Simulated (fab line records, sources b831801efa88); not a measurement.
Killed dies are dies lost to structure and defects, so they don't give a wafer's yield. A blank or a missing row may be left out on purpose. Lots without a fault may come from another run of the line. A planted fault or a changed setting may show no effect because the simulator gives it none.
Which tool did it? | flow gf180mcu | 15 lots, 45 wafers sampled, at 6 steps of a route of 602

WHAT THE GAUGES READ, wafer by wafer
GF_HV_LDD_TW_MEAS_38. Usual: HV_LDD_3_TW 1435, standard deviation 12.
lot  | measured     | on            | HV_LDD_3_TW    | flag
L716 | day 11 11:02 | film_metro-03 | 1443 1445 1446 |
L717 | day 11 23:37 | film_metro-01 | 1425 1425 1425 |
L719 | day 12 06:46 | film_metro-03 | 1459 1460 1462 |
L720 | day 13 00:23 | film_metro-03 | 1456 1459 1441 |
L723 | day 13 14:59 | film_metro-01 | 1432 1428 1420 |
L725 | day 14 13:32 | film_metro-01 | 1304 1295 1307 | OFF
L726 | day 14 13:55 | film_metro-04 | 1301 1306 1311 | OFF
L727 | day 14 18:53 | film_metro-04 | 1302 1302 1305 | OFF
L729 | day 15 16:46 | film_metro-04 | 1428 1425 1427 |
L731 | day 16 05:07 | film_metro-03 | 1453 1445 1451 |
L734 | day 17 12:19 | film_metro-04 | 1417 1421 1427 |
L735 | day 17 16:59 | film_metro-01 | 1427 1430 1427 |
L736 | day 18 10:36 | film_metro-03 | 1455 1459 1456 |
L737 | day 19 02:32 | film_metro-04 | 1427 1425 1433 |
L739 | day 19 08:41 | film_metro-04 | 1433 1434 1437 |

GF_HV_LDD_RS_MEAS_53: measures by four-point-probe. Usual: HV_LDD_RS 419.6 ohm/sq, standard deviation 0.98.
lot  | measured     | on            | HV_LDD_RS (ohm/sq) | flag
L716 | day 12 05:52 | film_metro-01 | 418.7 420.7 418.8  |
L717 | day 12 18:28 | film_metro-03 | 420.3 419.7 419.1  |
L719 | day 13 03:05 | film_metro-04 | 420.7 418.9 420.6  |
L720 | day 13 20:51 | film_metro-03 | 421.4 420.2 420.7  |
L723 | day 14 11:56 | film_metro-01 | 418.3 419.2 420.0  |
L725 | day 15 10:31 | film_metro-03 | 439.3 440.4 440.3  | OFF
L726 | day 15 11:28 | film_metro-04 | 441.8 441.7 441.2  | OFF
L727 | day 15 16:45 | film_metro-01 | 440.1 441.7 440.7  | OFF
L729 | day 16 15:22 | film_metro-04 | 421.0 420.4 421.0  |
L731 | day 17 03:46 | film_metro-04 | 418.0 418.6 417.9  |
L734 | day 18 12:10 | film_metro-04 | 420.1 419.9 421.1  |
L735 | day 18 16:38 | film_metro-01 | 418.8 418.7 419.1  |
L736 | day 19 10:43 | film_metro-03 | 421.2 421.5 420.8  |
L737 | day 20 02:31 | film_metro-03 | 419.2 420.5 420.7  |
L739 | day 20 09:34 | film_metro-01 | 419.7 420.4 419.3  |

GF_HV_LDD_THK_MEAS_55. Usual: HV_LDD_CVD_54_THK 10.07 nm, standard deviation 0.13.
lot  | measured     | on            | HV_LDD_CVD_54_THK (nm) | flag
L716 | day 12 10:22 | film_metro-03 | 10.23 10.16 10.16      |
L717 | day 12 19:35 | film_metro-01 | 9.90 10.03 10.15       |
L719 | day 13 04:13 | film_metro-03 | 10.10 10.16 10.13      |
L720 | day 13 21:59 | film_metro-03 | 10.07 10.29 10.02      |
L723 | day 14 13:04 | film_metro-03 | 10.04 10.10 10.28      |
L725 | day 15 11:39 | film_metro-01 | 9.67 9.85 9.79         |
L726 | day 15 12:42 | film_metro-04 | 10.09 10.13 10.04      |
L727 | day 15 17:54 | film_metro-01 | 10.18 10.45 10.23      |
L729 | day 16 16:30 | film_metro-01 | 10.18 10.12 10.08      |
L731 | day 17 04:54 | film_metro-04 | 9.98 9.97 9.89         |
L734 | day 18 13:17 | film_metro-01 | 10.24 10.30 10.16      |
L735 | day 18 17:46 | film_metro-04 | 10.09 9.99 9.94        |
L736 | day 19 12:28 | film_metro-03 | 10.09 10.09 10.11      |
L737 | day 20 03:39 | film_metro-01 | 10.00 9.98 9.93        |
L739 | day 20 10:42 | film_metro-04 | 9.80 9.97 10.06        |

GF_M1_RS_MEAS_05: measures by four-point-probe. Usual: M1_ALCU_RS 0.0695 ohm/sq, standard deviation 0.00078.
lot  | measured     | on            | M1_ALCU_RS (ohm/sq)  | flag
L716 | day 16 07:22 | film_metro-02 | 0.0695 0.0690 0.0696 |
L717 | day 16 14:28 | film_metro-01 | 0.0680 0.0683 0.0687 |
L719 | day 17 01:14 | film_metro-02 | 0.0700 0.0698 0.0699 |
L720 | day 17 18:02 | film_metro-03 | 0.0690 0.0693 0.0696 |
L723 | day 18 11:23 | film_metro-01 | 0.0698 0.0700 0.0706 |
L729 | day 20 20:35 | film_metro-01 | 0.0688 0.0700 0.0696 |
L731 | day 21 09:51 | film_metro-03 | 0.0691 0.0696 0.0692 |
L734 | day 22 17:10 | film_metro-02 | 0.0717 0.0716 0.0715 |
L735 | day 22 21:41 | film_metro-03 | 0.0684 0.0687 0.0692 |
L736 | day 23 15:04 | film_metro-02 | 0.0696 0.0695 0.0690 |
L737 | day 24 04:52 | film_metro-02 | 0.0697 0.0699 0.0695 |
L739 | day 24 11:04 | film_metro-02 | 0.0693 0.0702 0.0701 |

WHICH TOOL RAN EACH LOT (tool, then ch and the chambers of the sampled wafers, then the start)
lot  | GF_HV_LDD_IMPLANT_36            | GF_SALICIDE_RTA_06
L716 | implanter-03 ch 0, day 11 10:47 | rtp_anneal-02 ch 0, day 15 06:55
L717 | implanter-03 ch 0, day 11 23:22 | rtp_anneal-02 ch 0, day 15 13:19
L719 | implanter-03 ch 0, day 12 06:31 | rtp_anneal-02 ch 0, day 16 00:26
L720 | implanter-01 ch 0, day 13 00:10 | rtp_anneal-02 ch 0, day 16 16:40
L723 | implanter-03 ch 0, day 13 14:44 | rtp_anneal-01 ch 0, day 17 09:52
L725 | implanter-03, day 14 13:17      | -
L726 | implanter-02, day 14 13:40      | -
L727 | implanter-01, day 14 18:38      | -
L729 | implanter-01 ch 0, day 15 16:28 | rtp_anneal-01 ch 0, day 19 18:05
L731 | implanter-01 ch 0, day 16 04:52 | rtp_anneal-02 ch 0, day 20 07:27
L734 | implanter-01 ch 0, day 17 12:07 | rtp_anneal-01 ch 0, day 21 15:42
L735 | implanter-01 ch 0, day 17 16:45 | rtp_anneal-02 ch 0, day 21 20:19
L736 | implanter-02 ch 0, day 18 10:21 | rtp_anneal-01 ch 0, day 22 14:10
L737 | implanter-02 ch 0, day 19 02:17 | rtp_anneal-02 ch 0, day 23 04:03
L739 | implanter-02 ch 0, day 19 08:26 | rtp_anneal-01 ch 0, day 23 11:07
- GF_HV_LDD_IMPLANT_36
- GF_SALICIDE_RTA_06: time 30 s.

WHAT THE TOOLS THEMSELVES READ (means of the sampled wafers that have a number; where no wafer has one, the mark that the record gives instead)
GF_HV_LDD_IMPLANT_36. Usual: beam_energy_keV 59.999, standard deviation 0.019; beam_on_s 10.01 s, standard deviation 0.21; faraday_current_uA 42.3, standard deviation 0.88.
lot  | tool         | beam_energy_keV | beam_on_s (s) | faraday_current_uA | flag
L716 | implanter-03 | 60.000          | 10.15         | 41.6               |
L717 | implanter-03 | 59.994          | 10.17         | 41.6               |
L719 | implanter-03 | 60.009          | 9.80          | 43.1               |
L720 | implanter-01 | 59.989          | 9.91          | 42.7               |
L723 | implanter-03 | 60.021          | 10.24         | 41.2               |
L725 | implanter-03 | -               | -             | -                  | OFF
L726 | implanter-02 | -               | -             | -                  | OFF
L727 | implanter-01 | -               | -             | -                  | OFF
L729 | implanter-01 | 59.979          | 9.91          | 42.7               |
L731 | implanter-01 | 59.995          | 10.13         | 41.9               |
L734 | implanter-01 | 60.008          | 9.99          | 42.4               |
L735 | implanter-01 | 59.982          | 9.93          | 42.5               |
L736 | implanter-02 | 60.016          | 10.06         | 42.0               |
L737 | implanter-02 | 60.021          | 9.90          | 42.7               |
L739 | implanter-02 | 59.990          | 10.07         | 41.9               |

GF_SALICIDE_RTA_06. Usual: anneal_temp_c_max 532.7, standard deviation 0.51; lamp_power_pct 6.05 %, standard deviation 0.22; wafer_temp_C_max 533.3, standard deviation 0.79.
lot  | tool          | anneal_temp_c_max | lamp_power_pct (%) | wafer_temp_C_max | flag
L716 | rtp_anneal-02 | 532.5             | 5.83               | 533.4            |
L717 | rtp_anneal-02 | 532.6             | 5.83               | 532.8            |
L719 | rtp_anneal-02 | 532.8             | 5.83               | 534.5            |
L720 | rtp_anneal-02 | 532.7             | 5.83               | 533.6            |
L723 | rtp_anneal-01 | 532.0             | 6.26               | 533.4            |
L729 | rtp_anneal-01 | 532.7             | 6.26               | 532.8            |
L731 | rtp_anneal-02 | 532.8             | 5.83               | 533.3            |
L734 | rtp_anneal-01 | 532.7             | 6.27               | 532.5            |
L735 | rtp_anneal-02 | 532.4             | 5.83               | 533.6            |
L736 | rtp_anneal-01 | 533.2             | 6.26               | 532.7            |
L737 | rtp_anneal-02 | 533.1             | 5.83               | 534.5            |
L739 | rtp_anneal-01 | 532.9             | 6.26               | 533.2            |

THE ANSWER, worked out from the rows above alone
Rule: a lot is off if the mean of its wafers that have a number lies more than 3 standard deviations from the usual mean. A lot without any number at a reading at which 4 lots or more have one is off too. The other lots that the step has rows for count as sound. The gauges are gone through in route order, then the tools' own readings, and for those a lot's mean is taken as printed above. The first step at which some lot is off is used, and at that step the reading that is off furthest; a lot without a number counts as furthest.
Off: L725, L726, L727, at GF_HV_LDD_TW_MEAS_38 (HV_LDD_3_TW).
A tool fits if, at a process step before that reading, it ran every lot that is off, and no sound lot after the first of them. The gauges at GF_HV_LDD_TW_MEAS_38 aren't tried: what is off there is off at GF_HV_LDD_IMPLANT_36 too, on other tools, and a gauge's error can't cause that. None of those tried fits.

WHAT THE SIMULATOR HAD PUT IN
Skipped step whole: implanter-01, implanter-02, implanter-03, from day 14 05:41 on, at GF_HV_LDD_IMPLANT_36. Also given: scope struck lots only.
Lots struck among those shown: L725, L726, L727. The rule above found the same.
